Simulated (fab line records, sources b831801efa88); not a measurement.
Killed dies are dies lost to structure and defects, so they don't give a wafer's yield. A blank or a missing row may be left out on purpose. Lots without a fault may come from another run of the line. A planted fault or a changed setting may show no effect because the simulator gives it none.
Which tool did it? | flow sky130 | 12 lots, 34 wafers sampled, at 5 steps of a route of 708

WHAT THE GAUGES READ, wafer by wafer
SKY_POLY_CUT_CD_MEAS_08: target cd 270 nm. Usual: cd_nm 270.1 nm, standard deviation 1.6.
lot  | measured     | on        | cd_nm (nm)        | flag
L100 | day 24 09:29 | cd_sem-01 | 267.9 269.3 268.9 |
L102 | day 25 02:47 | cd_sem-02 | 273.2 273.7 271.7 |
L104 | day 25 11:55 | cd_sem-02 | 268.9 268.9 269.4 |
L105 | day 25 14:15 | cd_sem-02 | 270.9 270.0 272.8 |
L106 | day 26 08:05 | cd_sem-01 | 271.7 271.6 270.0 |
L107 | day 27 00:56 | cd_sem-02 | 271.8 270.7 271.3 |
L108 | day 27 01:17 | cd_sem-02 | 271.2 271.8 269.1 |
L110 | day 27 23:40 | cd_sem-01 | 271.6 270.5 270.9 |
L112 | day 28 22:03 | cd_sem-01 | 270.2 269.9 271.1 |
L118 | day 30 04:35 | cd_sem-01 | 272.8 271.5       |
L120 | day 31 04:09 | cd_sem-02 | 267.9 269.5       |
L121 | day 31 07:08 | cd_sem-02 | 268.1 268.9 268.3 |

SKY_SD_N_RS_MEAS_16: measures by four-point-probe. Usual: SD_N_RS 68.52 ohm/sq, standard deviation 0.17.
lot  | measured     | on            | SD_N_RS (ohm/sq)  | flag
L100 | day 28 01:43 | film_metro-04 | 68.40 68.58 68.53 |
L102 | day 28 17:28 | film_metro-02 | 68.37 68.36 68.36 |
L104 | day 29 00:19 | film_metro-02 | 68.43 68.56 68.53 |
L105 | day 29 03:54 | film_metro-04 | 68.69 68.53 68.58 |
L106 | day 29 20:22 | film_metro-03 | 68.52 68.62 68.53 |
L107 | day 30 11:34 | film_metro-02 | 68.24 68.25 68.23 |
L108 | day 30 11:50 | film_metro-04 | 68.59 68.58 68.53 |
L110 | day 31 07:37 | film_metro-04 | 68.75 68.70 68.72 |
L112 | day 32 07:28 | film_metro-03 | 68.70 68.77 68.71 |
L118 | day 33 12:40 | film_metro-04 | 67.65 67.74       | OFF
L120 | day 34 13:59 | film_metro-02 | 67.48 67.35       | OFF
L121 | day 34 15:23 | film_metro-02 | 68.45 68.07 68.37 |

SKY_SD_N_RS_MEAS_17: measures by four-point-probe. Usual: SD_P_RS 147.0 ohm/sq, standard deviation 0.47.
lot  | measured     | on            | SD_P_RS (ohm/sq)  | flag
L100 | day 28 01:50 | film_metro-04 | 146.8 147.1 146.8 |
L102 | day 28 17:35 | film_metro-02 | 146.7 146.7 147.0 |
L104 | day 29 00:26 | film_metro-02 | 146.5 147.0 146.5 |
L105 | day 29 04:01 | film_metro-04 | 146.9 146.8 146.9 |
L106 | day 29 20:29 | film_metro-03 | 147.2 147.2 147.3 |
L107 | day 30 11:41 | film_metro-02 | 146.6 145.9 145.7 |
L108 | day 30 11:57 | film_metro-04 | 147.5 147.1 147.6 |
L110 | day 31 07:44 | film_metro-04 | 147.2 147.2 147.5 |
L112 | day 32 07:35 | film_metro-03 | 147.4 148.4 147.8 |
L118 | day 33 12:47 | film_metro-04 | 142.7 142.7       | OFF
L120 | day 34 14:07 | film_metro-02 | 141.7 141.2       | OFF
L121 | day 34 15:30 | film_metro-02 | 146.5 146.5 146.8 |

SKY_CONTACT_OVL_MEAS_15. Usual: CONTACT_OVL -1 nm, standard deviation 6.1.
lot  | measured     | on         | CONTACT_OVL (nm) | flag
L100 | day 31 11:35 | overlay-01 | 2 1 -1           |
L102 | day 32 06:37 | overlay-01 | -12 -1 -6        |
L104 | day 32 10:52 | overlay-01 | 8 -2 12          |
L105 | day 32 14:25 | overlay-02 | 5 4 1            |
L106 | day 33 07:40 | overlay-01 | -2 2 1           |
L107 | day 33 22:02 | overlay-01 | 2 -3 0           |
L108 | day 33 23:26 | overlay-02 | 3 10 9           |
L110 | day 34 18:11 | overlay-01 | 3 -9 0           |
L112 | day 35 19:13 | overlay-02 | 7 -7 1           |
L118 | day 37 00:34 | overlay-02 | 4 4              |
L120 | day 38 03:31 | overlay-01 | 2 -3             |
L121 | day 38 05:17 | overlay-01 | 3 -1 0           |

WHICH TOOL RAN EACH LOT (tool, then ch and the chambers of the sampled wafers, then the start)
lot  | SKY_SD_N_RTA_14
L100 | rtp_anneal-02 ch 0, day 28 01:32
L102 | rtp_anneal-02 ch 0, day 28 17:17
L104 | rtp_anneal-02 ch 0, day 29 00:08
L105 | rtp_anneal-02 ch 0, day 29 03:43
L106 | rtp_anneal-02 ch 0, day 29 20:11
L107 | rtp_anneal-01 ch 0, day 30 11:23
L108 | rtp_anneal-02 ch 0, day 30 11:36
L110 | rtp_anneal-02 ch 0, day 31 07:26
L112 | rtp_anneal-02 ch 0, day 32 07:17
L118 | rtp_anneal-02 ch 0, day 33 12:29
L120 | rtp_anneal-02 ch 0, day 34 13:49
L121 | rtp_anneal-01 ch 0, day 34 15:11
- SKY_SD_N_RTA_14: time 2 s.

WHAT THE TOOLS THEMSELVES READ (means of the sampled wafers that have a number; where no wafer has one, the mark that the record gives instead)
SKY_SD_N_RTA_14. Usual: lamp_power_pct 15.73 %, standard deviation 0.055; wafer_temp_C_max 1078.0, standard deviation 1.2.
lot  | tool          | lamp_power_pct (%) | wafer_temp_C_max | flag
L100 | rtp_anneal-02 | 15.76              | 1077.0           |
L102 | rtp_anneal-02 | 15.72              | 1079.0           |
L104 | rtp_anneal-02 | 15.65              | 1077.8           |
L105 | rtp_anneal-02 | 15.66              | 1076.7           |
L106 | rtp_anneal-02 | 15.68              | 1080.0           |
L107 | rtp_anneal-01 | 15.75              | 1078.6           |
L108 | rtp_anneal-02 | 15.71              | 1078.3           |
L110 | rtp_anneal-02 | 15.76              | 1077.8           |
L112 | rtp_anneal-02 | 15.73              | 1077.9           |
L118 | rtp_anneal-02 | 15.83              | 1084.2           | OFF
L120 | rtp_anneal-02 | 15.76              | 1084.2           | OFF
L121 | rtp_anneal-01 | 15.73              | 1077.6           |

THE ANSWER, worked out from the rows above alone
Rule: a lot is off if the mean of its wafers that have a number lies more than 3 standard deviations from the usual mean. A lot without any number at a reading at which 4 lots or more have one is off too. The other lots that the step has rows for count as sound. The gauges are gone through in route order, then the tools' own readings, and for those a lot's mean is taken as printed above. The first step at which some lot is off is used, and at that step the reading that is off furthest; a lot without a number counts as furthest.
Off: L118, L120, at SKY_SD_N_RS_MEAS_16 (SD_N_RS).
A tool fits if, at a process step before that reading, it ran every lot that is off, and no sound lot after the first of them. The gauges at SKY_SD_N_RS_MEAS_16 aren't tried: what is off there is off at SKY_SD_N_RTA_14 too, on other tools, and a gauge's error can't cause that. One fits: rtp_anneal-02 at SKY_SD_N_RTA_14. Its last sound lot is L112 (day 32 07:17), its first lot that is off L118 (day 33 12:29): a fault that began between those two fits.
The tool's own readings at SKY_SD_N_RTA_14 bear it out: on the lots that are off they differ by more than 5 times the standard deviation of the sound lots' means. wafer_temp_C_max reads 1084.2 there against 1078.1 on the sound lots.

WHAT THE SIMULATOR HAD PUT IN
Process parameter drift: rtp_anneal-02, from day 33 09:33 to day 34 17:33, at SKY_SD_N_RTA_14. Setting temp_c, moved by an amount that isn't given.
Lots struck among those shown: L118, L120. The rule above found the same.
